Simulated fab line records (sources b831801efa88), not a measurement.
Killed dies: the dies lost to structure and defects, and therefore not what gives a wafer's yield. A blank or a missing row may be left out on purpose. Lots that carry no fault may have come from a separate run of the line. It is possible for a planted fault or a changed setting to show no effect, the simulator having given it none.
Which tool was responsible? || flow sky130 || 24 lots, 72 wafers sampled, at 4 steps of a route of 708

WHAT THE GAUGES READ, wafer by wafer
SKY_VIA2_CD_MEAS_12: target cd 200 nm. Usual: cdNm reads 199.7 nm (standard deviation 1.3).
{"lot": "L074", "measured": "day 37 02:16", "on": "cdSem-02", "cdNm (nm)": "200.1 199.2 197.9", "flag": ""}
{"lot": "L075", "measured": "day 37 15:08", "on": "cdSem-01", "cdNm (nm)": "199.9 201.2 199.0", "flag": ""}
{"lot": "L076", "measured": "day 37 19:43", "on": "cdSem-01", "cdNm (nm)": "200.1 199.6 200.2", "flag": ""}
{"lot": "L077", "measured": "day 38 01:14", "on": "cdSem-02", "cdNm (nm)": "200.2 199.5 198.4", "flag": ""}
{"lot": "L078", "measured": "day 38 21:44", "on": "cdSem-01", "cdNm (nm)": "198.9 197.7 200.6", "flag": ""}
{"lot": "L079", "measured": "day 39 02:11", "on": "cdSem-02", "cdNm (nm)": "199.1 200.1 199.7", "flag": ""}
{"lot": "L080", "measured": "day 39 07:58", "on": "cdSem-02", "cdNm (nm)": "200.7 200.0 201.4", "flag": ""}
{"lot": "L081", "measured": "day 39 11:16", "on": "cdSem-01", "cdNm (nm)": "197.8 198.3 200.1", "flag": ""}
{"lot": "L082", "measured": "day 40 01:55", "on": "cdSem-01", "cdNm (nm)": "201.4 201.2 201.2", "flag": ""}
{"lot": "L083", "measured": "day 40 04:20", "on": "cdSem-01", "cdNm (nm)": "200.7 200.3 198.4", "flag": ""}
{"lot": "L084", "measured": "day 40 06:34", "on": "cdSem-01", "cdNm (nm)": "199.6 199.6 198.8", "flag": ""}
{"lot": "L085", "measured": "day 40 10:29", "on": "cdSem-01", "cdNm (nm)": "198.8 198.6 201.2", "flag": ""}
{"lot": "L086", "measured": "day 40 23:27", "on": "cdSem-01", "cdNm (nm)": "197.9 197.6 198.9", "flag": ""}
{"lot": "L087", "measured": "day 41 09:01", "on": "cdSem-02", "cdNm (nm)": "199.1 198.7 197.9", "flag": ""}
{"lot": "L088", "measured": "day 41 06:56", "on": "cdSem-02", "cdNm (nm)": "199.4 200.5 200.1", "flag": ""}
{"lot": "L089", "measured": "day 41 09:23", "on": "cdSem-02", "cdNm (nm)": "200.3 202.8 201.5", "flag": ""}
{"lot": "L090", "measured": "day 41 18:28", "on": "cdSem-02", "cdNm (nm)": "202.8 202.3 201.3", "flag": ""}
{"lot": "L091", "measured": "day 41 22:34", "on": "cdSem-01", "cdNm (nm)": "198.6 199.4 197.3", "flag": ""}
{"lot": "L092", "measured": "day 42 05:25", "on": "cdSem-01", "cdNm (nm)": "199.2 200.6 200.3", "flag": ""}
{"lot": "L093", "measured": "day 42 12:34", "on": "cdSem-02", "cdNm (nm)": "200.7 200.5 200.1", "flag": ""}
{"lot": "L094", "measured": "day 42 15:38", "on": "cdSem-02", "cdNm (nm)": "201.8 200.6 200.7", "flag": ""}
{"lot": "L095", "measured": "day 42 22:23", "on": "cdSem-02", "cdNm (nm)": "196.9 199.5 198.4", "flag": ""}
{"lot": "L096", "measured": "day 43 07:01", "on": "cdSem-02", "cdNm (nm)": "200.7 202.0 200.6", "flag": ""}
{"lot": "L097", "measured": "day 43 16:17", "on": "cdSem-02", "cdNm (nm)": "197.9 196.8 200.3", "flag": ""}

SKY_VIA3_BOW_MEAS_03. Usual: for VIA3_BOW the level is 80 um and the standard deviation is 7.7.
{"lot": "L074", "measured": "day 39 11:02", "on": "filmMetro-02", "VIA3_BOW (um)": "75 78 86", "flag": ""}
{"lot": "L075", "measured": "day 39 22:57", "on": "filmMetro-03", "VIA3_BOW (um)": "93 89 79", "flag": ""}
{"lot": "L076", "measured": "day 40 03:11", "on": "filmMetro-04", "VIA3_BOW (um)": "83 83 92", "flag": ""}
{"lot": "L077", "measured": "day 40 08:52", "on": "filmMetro-03", "VIA3_BOW (um)": "83 85 88", "flag": ""}
{"lot": "L078", "measured": "day 41 04:22", "on": "filmMetro-02", "VIA3_BOW (um)": "79 79 84", "flag": ""}
{"lot": "L079", "measured": "day 41 09:48", "on": "filmMetro-03", "VIA3_BOW (um)": "75 74 73", "flag": ""}
{"lot": "L080", "measured": "day 41 14:34", "on": "filmMetro-02", "VIA3_BOW (um)": "73 67 68", "flag": ""}
{"lot": "L081", "measured": "day 41 17:06", "on": "filmMetro-04", "VIA3_BOW (um)": "83 71 77", "flag": ""}
{"lot": "L082", "measured": "day 42 08:28", "on": "filmMetro-04", "VIA3_BOW (um)": "89 83 78", "flag": ""}
{"lot": "L083", "measured": "day 42 10:25", "on": "filmMetro-04", "VIA3_BOW (um)": "75 84 69", "flag": ""}
{"lot": "L084", "measured": "day 42 12:26", "on": "filmMetro-04", "VIA3_BOW (um)": "88 82 81", "flag": ""}
{"lot": "L085", "measured": "day 42 16:04", "on": "filmMetro-04", "VIA3_BOW (um)": "87 93 78", "flag": ""}
{"lot": "L086", "measured": "day 43 04:27", "on": "filmMetro-03", "VIA3_BOW (um)": "89 79 97", "flag": ""}
{"lot": "L087", "measured": "day 43 13:58", "on": "filmMetro-02", "VIA3_BOW (um)": "76 83 77", "flag": ""}
{"lot": "L088", "measured": "day 43 12:19", "on": "filmMetro-04", "VIA3_BOW (um)": "85 81 72", "flag": ""}
{"lot": "L089", "measured": "day 43 14:52", "on": "filmMetro-02", "VIA3_BOW (um)": "67 72 70", "flag": ""}
{"lot": "L090", "measured": "day 43 21:37", "on": "filmMetro-04", "VIA3_BOW (um)": "90 70 88", "flag": ""}
{"lot": "L091", "measured": "day 44 01:47", "on": "filmMetro-04", "VIA3_BOW (um)": "90 91 81", "flag": ""}
{"lot": "L092", "measured": "day 44 10:17", "on": "filmMetro-04", "VIA3_BOW (um)": "84 79 84", "flag": ""}
{"lot": "L093", "measured": "day 44 16:20", "on": "filmMetro-03", "VIA3_BOW (um)": "72 67 87", "flag": ""}
{"lot": "L094", "measured": "day 44 19:36", "on": "filmMetro-04", "VIA3_BOW (um)": "89 68 77", "flag": ""}
{"lot": "L095", "measured": "day 45 00:38", "on": "filmMetro-03", "VIA3_BOW (um)": "77 81 80", "flag": ""}
{"lot": "L096", "measured": "day 45 09:55", "on": "filmMetro-03", "VIA3_BOW (um)": "81 82 72", "flag": ""}
{"lot": "L097", "measured": "day 45 19:32", "on": "filmMetro-02", "VIA3_BOW (um)": "75 73 88", "flag": ""}

WHICH TOOL RAN EACH LOT (tool, then ch and the chambers of the sampled wafers, then the start)
{"lot": "L074", "SKY_FIELD_ISO_STRIP_16": "plasmaAsher-01 ch 0,1, day 2 06:52", "SKY_CONTACT_CMP_27": "cmp-02 ch 1,2, day 32 09:40"}
{"lot": "L075", "SKY_FIELD_ISO_STRIP_16": "plasmaAsher-04 ch 0,1, day 2 11:07", "SKY_CONTACT_CMP_27": "cmp-01 ch 0,1,3, day 32 18:19"}
{"lot": "L076", "SKY_FIELD_ISO_STRIP_16": "plasmaAsher-04 ch 0,1, day 2 16:28", "SKY_CONTACT_CMP_27": "cmp-02 ch 0,1,2, day 33 01:46"}
{"lot": "L077", "SKY_FIELD_ISO_STRIP_16": "plasmaAsher-04 ch 0,1, day 2 23:29", "SKY_CONTACT_CMP_27": "cmp-02 ch 0,1,2, day 33 08:06"}
{"lot": "L078", "SKY_FIELD_ISO_STRIP_16": "plasmaAsher-03 ch 0,1, day 3 07:20", "SKY_CONTACT_CMP_27": "cmp-01 ch 1,2,3, day 34 03:25"}
{"lot": "L079", "SKY_FIELD_ISO_STRIP_16": "plasmaAsher-01 ch 0,1, day 3 10:58", "SKY_CONTACT_CMP_27": "cmp-01 ch 0,3, day 34 09:22"}
{"lot": "L080", "SKY_FIELD_ISO_STRIP_16": "plasmaAsher-04 ch 1, day 3 13:20", "SKY_CONTACT_CMP_27": "cmp-01 ch 0,2,3, day 34 17:37"}
{"lot": "L081", "SKY_FIELD_ISO_STRIP_16": "plasmaAsher-03 ch 1, day 3 19:53", "SKY_CONTACT_CMP_27": "cmp-01 ch 1,3, day 34 19:22"}
{"lot": "L082", "SKY_FIELD_ISO_STRIP_16": "plasmaAsher-04 ch 0,1, day 4 00:25", "SKY_CONTACT_CMP_27": "cmp-02 ch 1,2,3, day 35 11:05"}
{"lot": "L083", "SKY_FIELD_ISO_STRIP_16": "plasmaAsher-04 ch 1, day 4 06:35", "SKY_CONTACT_CMP_27": "cmp-01 ch 2,3, day 35 13:04"}
{"lot": "L084", "SKY_FIELD_ISO_STRIP_16": "plasmaAsher-04 ch 0,1, day 4 12:49", "SKY_CONTACT_CMP_27": "cmp-01 ch 0,2,3, day 35 15:04"}
{"lot": "L085", "SKY_FIELD_ISO_STRIP_16": "plasmaAsher-01 ch 0,1, day 4 18:50", "SKY_CONTACT_CMP_27": "cmp-02 ch 0,1,3, day 35 21:11"}
{"lot": "L086", "SKY_FIELD_ISO_STRIP_16": "plasmaAsher-04 ch 0,1, day 4 22:43", "SKY_CONTACT_CMP_27": "cmp-02 ch 0,1,3, day 36 11:25"}
{"lot": "L087", "SKY_FIELD_ISO_STRIP_16": "plasmaAsher-01 ch 0,1, day 5 02:52", "SKY_CONTACT_CMP_27": "cmp-02 ch 1,2,3, day 36 18:48"}
{"lot": "L088", "SKY_FIELD_ISO_STRIP_16": "plasmaAsher-03 ch 0,1, day 5 07:19", "SKY_CONTACT_CMP_27": "cmp-02 ch 0,2,3, day 36 17:25"}
{"lot": "L089", "SKY_FIELD_ISO_STRIP_16": "plasmaAsher-04 ch 0,1, day 5 12:47", "SKY_CONTACT_CMP_27": "cmp-02 ch 1,2,3, day 36 19:29"}
{"lot": "L090", "SKY_FIELD_ISO_STRIP_16": "plasmaAsher-04 ch 0,1, day 5 17:29", "SKY_CONTACT_CMP_27": "cmp-01 ch 1,2,3, day 37 07:20"}
{"lot": "L091", "SKY_FIELD_ISO_STRIP_16": "plasmaAsher-03 ch 1, day 5 23:20", "SKY_CONTACT_CMP_27": "cmp-02 ch 1,2, day 37 11:31"}
{"lot": "L092", "SKY_FIELD_ISO_STRIP_16": "plasmaAsher-01 ch 0,1, day 6 05:17", "SKY_CONTACT_CMP_27": "cmp-02 ch 1,2,3, day 37 19:33"}
{"lot": "L093", "SKY_FIELD_ISO_STRIP_16": "plasmaAsher-01 ch 0,1, day 6 10:52", "SKY_CONTACT_CMP_27": "cmp-01 ch 0,2,3, day 38 00:53"}
{"lot": "L094", "SKY_FIELD_ISO_STRIP_16": "plasmaAsher-04 ch 0,1, day 6 14:47", "SKY_CONTACT_CMP_27": "cmp-01 ch 0,1,2, day 38 06:48"}
{"lot": "L095", "SKY_FIELD_ISO_STRIP_16": "plasmaAsher-01 ch 0,1, day 6 19:58", "SKY_CONTACT_CMP_27": "cmp-01 ch 1,2,3, day 38 12:38"}
{"lot": "L096", "SKY_FIELD_ISO_STRIP_16": "plasmaAsher-01 ch 0,1, day 7 01:16", "SKY_CONTACT_CMP_27": "cmp-02 ch 0,1,3, day 38 21:16"}
{"lot": "L097", "SKY_FIELD_ISO_STRIP_16": "plasmaAsher-01 ch 0,1, day 7 06:08", "SKY_CONTACT_CMP_27": "cmp-02 ch 1,2,3, day 39 07:19"}
- SKY_FIELD_ISO_STRIP_16: strips in O2/N2.
- SKY_CONTACT_CMP_27: polishes, stops on SiO2, t overpolish 15 s, target thk 0 nm.

WHAT THE TOOLS THEMSELVES READ (means of the sampled wafers that have a number; where no wafer has one, the mark that the record gives instead)
SKY_FIELD_ISO_STRIP_16. Usual: chamberPressureMTorr 1499.9 mTorr, standard deviation 1.3; drypumpMotorCurrentA 5.5 A, standard deviation 0.33; oesProductAu 0.378 a.u., standard deviation 0.005; stripTimeToEndpointS 3.55 s, standard deviation 0.042.
{"lot": "L074", "tool": "plasmaAsher-01", "chamberPressureMTorr (mTorr)": 1500.8, "drypumpMotorCurrentA (A)": 5.2, "oesProductAu (a.u.)": 0.382, "stripTimeToEndpointS (s)": 3.59, "flag": ""}
{"lot": "L075", "tool": "plasmaAsher-04", "chamberPressureMTorr (mTorr)": 1499.7, "drypumpMotorCurrentA (A)": 5.9, "oesProductAu (a.u.)": 0.377, "stripTimeToEndpointS (s)": 3.59, "flag": ""}
{"lot": "L076", "tool": "plasmaAsher-04", "chamberPressureMTorr (mTorr)": 1499.7, "drypumpMotorCurrentA (A)": 5.9, "oesProductAu (a.u.)": 0.377, "stripTimeToEndpointS (s)": 3.52, "flag": ""}
{"lot": "L077", "tool": "plasmaAsher-04", "chamberPressureMTorr (mTorr)": 1498.6, "drypumpMotorCurrentA (A)": 5.9, "oesProductAu (a.u.)": 0.378, "stripTimeToEndpointS (s)": 3.55, "flag": ""}
{"lot": "L078", "tool": "plasmaAsher-03", "chamberPressureMTorr (mTorr)": 1500.7, "drypumpMotorCurrentA (A)": 5.3, "oesProductAu (a.u.)": 0.371, "stripTimeToEndpointS (s)": 3.51, "flag": ""}
{"lot": "L079", "tool": "plasmaAsher-01", "chamberPressureMTorr (mTorr)": 1500.2, "drypumpMotorCurrentA (A)": 5.2, "oesProductAu (a.u.)": 0.380, "stripTimeToEndpointS (s)": 3.59, "flag": ""}
{"lot": "L080", "tool": "plasmaAsher-04", "chamberPressureMTorr (mTorr)": 1499.2, "drypumpMotorCurrentA (A)": 5.9, "oesProductAu (a.u.)": 0.378, "stripTimeToEndpointS (s)": 3.60, "flag": ""}
{"lot": "L081", "tool": "plasmaAsher-03", "chamberPressureMTorr (mTorr)": 1498.3, "drypumpMotorCurrentA (A)": 5.3, "oesProductAu (a.u.)": 0.385, "stripTimeToEndpointS (s)": 3.55, "flag": ""}
{"lot": "L082", "tool": "plasmaAsher-04", "chamberPressureMTorr (mTorr)": 1497.8, "drypumpMotorCurrentA (A)": 5.9, "oesProductAu (a.u.)": 0.376, "stripTimeToEndpointS (s)": 3.58, "flag": ""}
{"lot": "L083", "tool": "plasmaAsher-04", "chamberPressureMTorr (mTorr)": 1500.2, "drypumpMotorCurrentA (A)": 5.8, "oesProductAu (a.u.)": 0.379, "stripTimeToEndpointS (s)": 3.58, "flag": ""}
{"lot": "L084", "tool": "plasmaAsher-04", "chamberPressureMTorr (mTorr)": 1499.3, "drypumpMotorCurrentA (A)": 5.9, "oesProductAu (a.u.)": 0.378, "stripTimeToEndpointS (s)": 3.53, "flag": ""}
{"lot": "L085", "tool": "plasmaAsher-01", "chamberPressureMTorr (mTorr)": 1500.7, "drypumpMotorCurrentA (A)": 5.2, "oesProductAu (a.u.)": 0.380, "stripTimeToEndpointS (s)": 3.61, "flag": ""}
{"lot": "L086", "tool": "plasmaAsher-04", "chamberPressureMTorr (mTorr)": 1500.5, "drypumpMotorCurrentA (A)": 5.9, "oesProductAu (a.u.)": 0.380, "stripTimeToEndpointS (s)": 3.51, "flag": ""}
{"lot": "L087", "tool": "plasmaAsher-01", "chamberPressureMTorr (mTorr)": 1500.0, "drypumpMotorCurrentA (A)": 5.2, "oesProductAu (a.u.)": 0.376, "stripTimeToEndpointS (s)": 3.56, "flag": ""}
{"lot": "L088", "tool": "plasmaAsher-03", "chamberPressureMTorr (mTorr)": 1499.9, "drypumpMotorCurrentA (A)": 5.3, "oesProductAu (a.u.)": 0.377, "stripTimeToEndpointS (s)": 3.53, "flag": ""}
{"lot": "L089", "tool": "plasmaAsher-04", "chamberPressureMTorr (mTorr)": 1500.8, "drypumpMotorCurrentA (A)": 5.9, "oesProductAu (a.u.)": 0.379, "stripTimeToEndpointS (s)": 3.56, "flag": ""}
{"lot": "L090", "tool": "plasmaAsher-04", "chamberPressureMTorr (mTorr)": 1499.7, "drypumpMotorCurrentA (A)": 5.9, "oesProductAu (a.u.)": 0.377, "stripTimeToEndpointS (s)": 3.56, "flag": ""}
{"lot": "L091", "tool": "plasmaAsher-03", "chamberPressureMTorr (mTorr)": 1500.1, "drypumpMotorCurrentA (A)": 5.3, "oesProductAu (a.u.)": 0.374, "stripTimeToEndpointS (s)": 3.48, "flag": ""}
{"lot": "L092", "tool": "plasmaAsher-01", "chamberPressureMTorr (mTorr)": 1500.0, "drypumpMotorCurrentA (A)": 5.2, "oesProductAu (a.u.)": 0.371, "stripTimeToEndpointS (s)": 3.52, "flag": ""}
{"lot": "L093", "tool": "plasmaAsher-01", "chamberPressureMTorr (mTorr)": 1500.2, "drypumpMotorCurrentA (A)": 5.2, "oesProductAu (a.u.)": 0.376, "stripTimeToEndpointS (s)": 3.55, "flag": ""}
{"lot": "L094", "tool": "plasmaAsher-04", "chamberPressureMTorr (mTorr)": 1500.5, "drypumpMotorCurrentA (A)": 5.9, "oesProductAu (a.u.)": 0.375, "stripTimeToEndpointS (s)": 3.48, "flag": ""}
{"lot": "L095", "tool": "plasmaAsher-01", "chamberPressureMTorr (mTorr)": 1500.9, "drypumpMotorCurrentA (A)": 5.2, "oesProductAu (a.u.)": 0.377, "stripTimeToEndpointS (s)": 3.50, "flag": ""}
{"lot": "L096", "tool": "plasmaAsher-01", "chamberPressureMTorr (mTorr)": 1500.5, "drypumpMotorCurrentA (A)": 5.2, "oesProductAu (a.u.)": 0.379, "stripTimeToEndpointS (s)": 3.60, "flag": ""}
{"lot": "L097", "tool": "plasmaAsher-01", "chamberPressureMTorr (mTorr)": 1501.1, "drypumpMotorCurrentA (A)": 5.2, "oesProductAu (a.u.)": 0.378, "stripTimeToEndpointS (s)": 3.51, "flag": ""}

SKY_CONTACT_CMP_27. Usual: motorCurrentA 10.8 A, standard deviation 0.62; overpolishRunS 15.000 s, standard deviation 0.0095; platenRpm 60.00 rpm, standard deviation 0.037; timeToEndpointS 82 s, standard deviation 3.3.
{"lot": "L074", "tool": "cmp-02", "motorCurrentA (A)": 11.4, "overpolishRunS (s)": 15.011, "platenRpm (rpm)": 60.02, "timeToEndpointS (s)": 79, "flag": ""}
{"lot": "L075", "tool": "cmp-01", "motorCurrentA (A)": 10.8, "overpolishRunS (s)": 15.004, "platenRpm (rpm)": 59.98, "timeToEndpointS (s)": 82, "flag": ""}
{"lot": "L076", "tool": "cmp-02", "motorCurrentA (A)": 10.6, "overpolishRunS (s)": 15.001, "platenRpm (rpm)": 60.03, "timeToEndpointS (s)": 81, "flag": ""}
{"lot": "L077", "tool": "cmp-02", "motorCurrentA (A)": 11.5, "overpolishRunS (s)": 15.008, "platenRpm (rpm)": 60.00, "timeToEndpointS (s)": 79, "flag": ""}
{"lot": "L078", "tool": "cmp-01", "motorCurrentA (A)": 10.7, "overpolishRunS (s)": 14.998, "platenRpm (rpm)": 60.02, "timeToEndpointS (s)": 83, "flag": ""}
{"lot": "L079", "tool": "cmp-01", "motorCurrentA (A)": 10.8, "overpolishRunS (s)": 14.999, "platenRpm (rpm)": 59.98, "timeToEndpointS (s)": 81, "flag": ""}
{"lot": "L080", "tool": "cmp-01", "motorCurrentA (A)": 10.6, "overpolishRunS (s)": 14.995, "platenRpm (rpm)": 59.97, "timeToEndpointS (s)": 80, "flag": ""}
{"lot": "L081", "tool": "cmp-01", "motorCurrentA (A)": 10.9, "overpolishRunS (s)": 14.998, "platenRpm (rpm)": 59.98, "timeToEndpointS (s)": 83, "flag": ""}
{"lot": "L082", "tool": "cmp-02", "motorCurrentA (A)": 11.1, "overpolishRunS (s)": 14.989, "platenRpm (rpm)": 60.01, "timeToEndpointS (s)": 82, "flag": ""}
{"lot": "L083", "tool": "cmp-01", "motorCurrentA (A)": 11.1, "overpolishRunS (s)": 14.994, "platenRpm (rpm)": 60.03, "timeToEndpointS (s)": 78, "flag": ""}
{"lot": "L084", "tool": "cmp-01", "motorCurrentA (A)": 10.6, "overpolishRunS (s)": 14.992, "platenRpm (rpm)": 60.00, "timeToEndpointS (s)": 82, "flag": ""}
{"lot": "L085", "tool": "cmp-02", "motorCurrentA (A)": 10.8, "overpolishRunS (s)": 15.000, "platenRpm (rpm)": 59.98, "timeToEndpointS (s)": 79, "flag": ""}
{"lot": "L086", "tool": "cmp-02", "motorCurrentA (A)": 11.1, "overpolishRunS (s)": 15.002, "platenRpm (rpm)": 60.02, "timeToEndpointS (s)": 83, "flag": ""}
{"lot": "L087", "tool": "cmp-02", "motorCurrentA (A)": 11.1, "overpolishRunS (s)": 14.998, "platenRpm (rpm)": 60.05, "timeToEndpointS (s)": 81, "flag": ""}
{"lot": "L088", "tool": "cmp-02", "motorCurrentA (A)": 11.4, "overpolishRunS (s)": 15.003, "platenRpm (rpm)": 59.98, "timeToEndpointS (s)": 84, "flag": ""}
{"lot": "L089", "tool": "cmp-02", "motorCurrentA (A)": 11.8, "overpolishRunS (s)": 14.993, "platenRpm (rpm)": 59.97, "timeToEndpointS (s)": 81, "flag": ""}
{"lot": "L090", "tool": "cmp-01", "motorCurrentA (A)": 10.6, "overpolishRunS (s)": 14.997, "platenRpm (rpm)": 60.01, "timeToEndpointS (s)": 84, "flag": ""}
{"lot": "L091", "tool": "cmp-02", "motorCurrentA (A)": 11.4, "overpolishRunS (s)": 14.991, "platenRpm (rpm)": 59.98, "timeToEndpointS (s)": 83, "flag": ""}
{"lot": "L092", "tool": "cmp-02", "motorCurrentA (A)": 11.3, "overpolishRunS (s)": 14.999, "platenRpm (rpm)": 59.99, "timeToEndpointS (s)": 83, "flag": ""}
{"lot": "L093", "tool": "cmp-01", "motorCurrentA (A)": 10.4, "overpolishRunS (s)": 15.010, "platenRpm (rpm)": 59.99, "timeToEndpointS (s)": 86, "flag": ""}
{"lot": "L094", "tool": "cmp-01", "motorCurrentA (A)": 10.4, "overpolishRunS (s)": 14.997, "platenRpm (rpm)": 59.99, "timeToEndpointS (s)": 85, "flag": ""}
{"lot": "L095", "tool": "cmp-01", "motorCurrentA (A)": 10.8, "overpolishRunS (s)": 15.007, "platenRpm (rpm)": 60.01, "timeToEndpointS (s)": 87, "flag": ""}
{"lot": "L096", "tool": "cmp-02", "motorCurrentA (A)": 10.9, "overpolishRunS (s)": 14.994, "platenRpm (rpm)": 60.00, "timeToEndpointS (s)": 76, "flag": ""}
{"lot": "L097", "tool": "cmp-02", "motorCurrentA (A)": 11.1, "overpolishRunS (s)": 14.999, "platenRpm (rpm)": 60.03, "timeToEndpointS (s)": 79, "flag": ""}

THE ANSWER, worked out from the rows above alone
Rule: take the mean of a lot's wafers that have a number; if it is more than 3 standard deviations from the usual mean, the lot is off. A lot without any number at a reading at which 4 lots or more have one is off too. All remaining lots with rows at the step are treated as sound. After the gauges, taken in route order, come the tools' own readings; for these a lot's mean is taken, as printed above. The first step at which some lot is off is used, and at that step the reading that is off furthest; a lot without a number counts as furthest.
None of the lots is off at any reading shown; this tells nothing.

WHAT THE SIMULATOR PUT IN
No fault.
